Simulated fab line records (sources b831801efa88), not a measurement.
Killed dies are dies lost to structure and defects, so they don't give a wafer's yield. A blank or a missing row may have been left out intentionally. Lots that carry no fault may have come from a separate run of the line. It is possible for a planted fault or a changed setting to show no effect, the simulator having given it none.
A lot that was struck, set against a sound lot :: flow sky130 :: 36 steps out of a route of 708
Sound: the wafers L399.1, L399.2, L399.3. Struck: wafers L403.1, L403.4, L403.5. The cause comes at the end.
Each step with rows lists, per side, the tool, then ch with its chambers, then its first start. Under that, the readings that differ: sound wafers :: struck wafers :: difference of the means :: sigmas: that difference in standard deviations of wafers without a fault.
alike: same words and numbers on both sides, and readings whose means sit less than 2 such deviations apart. not compared: any withheld reading, any reading some wafer has no value for, any bound like >300 that may hide the same value, and any number with overlapping values for which the record gives no deviation.
Wherever a step has rows on one side only, a row that says differs or no value, or a row with sigmas, the two part there. Numbers that have no deviation but don't overlap get no sigmas and don't part them. A reading that every wafer of one side lacks parts them only if that side has two wafers or more.

first, 10 steps without rows for these wafers: SKY_POLY_CUT_ETCH_10 (etches BARC in N2/H2, stops on SiO2, time 45.9 s, target depth 60 nm); SKY_POLY_CUT_ETCH_11 (etches Si3N4 in CF4/CH2F2/Ar, stops on poly-Si, time 42.5 s, target depth 60 nm); SKY_POLY_CUT_STRIP_12 (strips in O2/N2); SKY_SD_P_DEHYDRATE_00 (time 60 s); SKY_SD_P_HMDS_01 (prime time 60 s); SKY_SD_P_COAT_02 (resist thk 1140 nm); SKY_SD_P_SOFTBAKE_03 (time 60 s); SKY_SD_P_EXPOSE_04 (exposes mask PSDM, target cd 380 nm); SKY_SD_P_PEB_05; SKY_SD_P_DEVELOP_06 (develop time 60 s).
SKY_SD_P_IMPLANT_09:
  sound on implanter-04 ch 0, day 26 03:07; struck on implanter-04 ch 0, day 27 01:43
  alike: faraday_current_uA, tilt_deg
SKY_SD_P_STRIP_10: strips in O2/N2.
  sound on plasma_asher-03 ch 0,1, day 26 03:16; struck on plasma_asher-02 ch 1, day 27 01:52
reading: strip_time_to_endpoint_s (s)
sound: 17.54 17.56 17.58
struck: 16.93 16.94 16.90
difference: -0.64
sigmas: -16
  alike: drypump_motor_current_A, oes_product_au
  not compared: rf_hours_counter_h
SKY_SD_P_TW_MEAS_11:
  sound on film_metro-02, day 26 03:22; struck on film_metro-02, day 27 01:58
reading: SD_P_TW
sound: 2776 2775 2777
struck: 2629 2628 2637
difference: -145
sigmas: -6
then, 21 steps without rows for these wafers: SKY_RES_XHIGH_DEHYDRATE_00 (time 60 s); SKY_RES_XHIGH_HMDS_01 (prime time 60 s); SKY_RES_XHIGH_COAT_02 (resist thk 1148 nm); SKY_RES_XHIGH_SOFTBAKE_03 (time 60 s); SKY_RES_XHIGH_EXPOSE_04 (exposes mask URPM, target cd 1270 nm); SKY_RES_XHIGH_PEB_05; SKY_RES_XHIGH_DEVELOP_06 (develop time 60 s); SKY_RES_XHIGH_IMPLANT_07; SKY_RES_XHIGH_STRIP_08 (strips in O2/N2); SKY_SD_N_DEHYDRATE_00 (time 60 s); SKY_SD_N_HMDS_01 (prime time 60 s); SKY_SD_N_COAT_02 (resist thk 1151 nm); SKY_SD_N_SOFTBAKE_03 (time 60 s); SKY_SD_N_EXPOSE_04 (exposes mask NSDM, target cd 380 nm); SKY_SD_N_PEB_05; SKY_SD_N_DEVELOP_06 (develop time 60 s); SKY_SD_N_IMPLANT_09; SKY_SD_N_IMPLANT_10; SKY_SD_N_STRIP_11 (strips in O2/N2); SKY_SD_N_CLEAN_13 (cleans in SC1/SC2, time 150 s); SKY_SD_N_RTA_14 (time 2 s).
-- the record jumps here: 2 days lie between the struck wafers' starts before and after --
SKY_SD_N_RS_MEAS_17: the measuring method here is four-point-probe.
  sound on film_metro-02, day 28 08:59; struck on film_metro-04, day 29 10:56
reading: SD_P_RS (ohm/sq)
sound: 146.8 146.7 146.4
struck: 151.4 151.9 151.6
difference: +5.0
sigmas: +16
-- the record jumps here: 17 days lie between the struck wafers' starts before and after (it left off in module SD_N and takes up again in module PAD_OPEN, whose first step shown is number 708 of the route) --
SKY_PAD_OPEN_PROBE_99:
  sound on prober-02, day 46 01:42; struck on prober-02, day 46 21:46
reading: model.etest.licon_high_po.rc_ohm
sound: 353.3 344.5 346.7
struck: 845.4 873.5 875.5
difference: +516.6
sigmas: 

reading: model.etest.res_high_po.line_ohm_um
sound: 724.1 724.8 722.6
struck: 1148 1161 1155
difference: +431
sigmas: 

reading: model.etest.res_pdiff.line_ohm_um
sound: 1321 1335 1350
struck: 1569 1606 1577
difference: +249
sigmas: 

reading: model.etest.pfet_01v8.r_on_ohm_um
sound: 2859 2886 2909
struck: 3081 3124 3114
difference: +222
sigmas: 

reading: model.etest.res_high_po.rs_ohm_sq_range
sound: 2.983 3.868 4.924
struck: 151.1 169.1 166.5
difference: +158.3
sigmas: 

reading: model.etest.res_high_po.rs_ohm_sq
sound: 255.2 253.8 250.1
struck: 398 406.7 404.6
difference: +150
sigmas: 

reading: model.etest.licon_pdiff.rc_ohm
sound: 582.1 574.5 625.2
struck: 709.4 702.5 702.2
difference: +110.8
sigmas: 
  alike: killed_at_M0_to_M3, killed_at_M4_up, killed_at_contacts, killed_at_front_end, killed_at_other, killed_dies, killed_open, killed_short
  not compared: model.etest.pfet_g5v0d10v5.r_on_ohm_um

WHERE THEY PART
Earliest at SKY_SD_P_STRIP_10; latest, in this record, at SKY_SD_N_RS_MEAS_17. Later steps at which nothing parts them and some readings are alike: SKY_PAD_OPEN_PROBE_99.

WHY: the cause the simulator had injected
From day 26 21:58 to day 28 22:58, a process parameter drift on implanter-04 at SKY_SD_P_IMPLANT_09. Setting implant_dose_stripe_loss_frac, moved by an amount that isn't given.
